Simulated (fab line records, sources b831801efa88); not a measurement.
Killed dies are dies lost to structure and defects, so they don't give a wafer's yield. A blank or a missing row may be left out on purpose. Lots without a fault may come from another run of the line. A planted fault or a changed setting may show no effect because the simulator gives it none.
Which tool did it? | flow sky130 | 6 lots, 18 wafers sampled, at 2 steps of a route of 708

WHAT THE GAUGES READ, wafer by wafer
SKY_LOCAL_INTERCONNECT_CD_MEAS_11: target cd 170 nm.
lot  | measured     | on        | cd_nm (nm)
L926 | day 30 21:30 | cd_sem-02 | 169.8 169.1 170.1
L929 | day 31 22:01 | cd_sem-02 | 170.0 169.8 170.6
L932 | day 33 06:29 | cd_sem-01 | 169.7 170.9 171.1
L934 | day 33 19:45 | cd_sem-02 | 170.4 170.3 168.6
L935 | day 35 01:19 | cd_sem-01 | 168.1 168.9 168.0
L940 | day 35 21:20 | cd_sem-02 | 172.4 172.9 172.6

WHICH TOOL RAN EACH LOT (tool, then ch and the chambers of the sampled wafers, then the start)
lot  | SKY_POLY_GATE_ETCH_16
L926 | rie_diel-03 ch 1,2,3, day 16 18:16
L929 | rie_diel-01 ch 0,2, day 17 19:34
L932 | rie_diel-04 ch 0,1,2, day 19 05:22
L934 | rie_diel-01 ch 0,1,3, day 19 19:55
L935 | rie_diel-01 ch 1,3, day 21 09:36
L940 | rie_diel-01 ch 0,1, day 22 08:34
- SKY_POLY_GATE_ETCH_16: etches Si3N4 in CH3F/O2, stops on poly-Si, time 147.5 s, target depth 75 nm.

THE ANSWER, worked out from the rows above alone
Rule: what is usual is taken from the lots themselves. Put in order of their means at a reading, lots are off if they are a third of the lots or fewer, leave a main group of 4 or more, and stand apart from it by a gap of 3 or more times the standard deviation of the main group's means; of several such gaps the widest counts. A main group whose means are all the same, to the digits that the tables above print for the reading, isn't used. A lot without any number at a reading at which 4 lots or more have one is off too. The other lots that the step has rows for count as sound.
No lot is off at any reading shown: from this, nothing can be told.

WHAT THE SIMULATOR HAD PUT IN
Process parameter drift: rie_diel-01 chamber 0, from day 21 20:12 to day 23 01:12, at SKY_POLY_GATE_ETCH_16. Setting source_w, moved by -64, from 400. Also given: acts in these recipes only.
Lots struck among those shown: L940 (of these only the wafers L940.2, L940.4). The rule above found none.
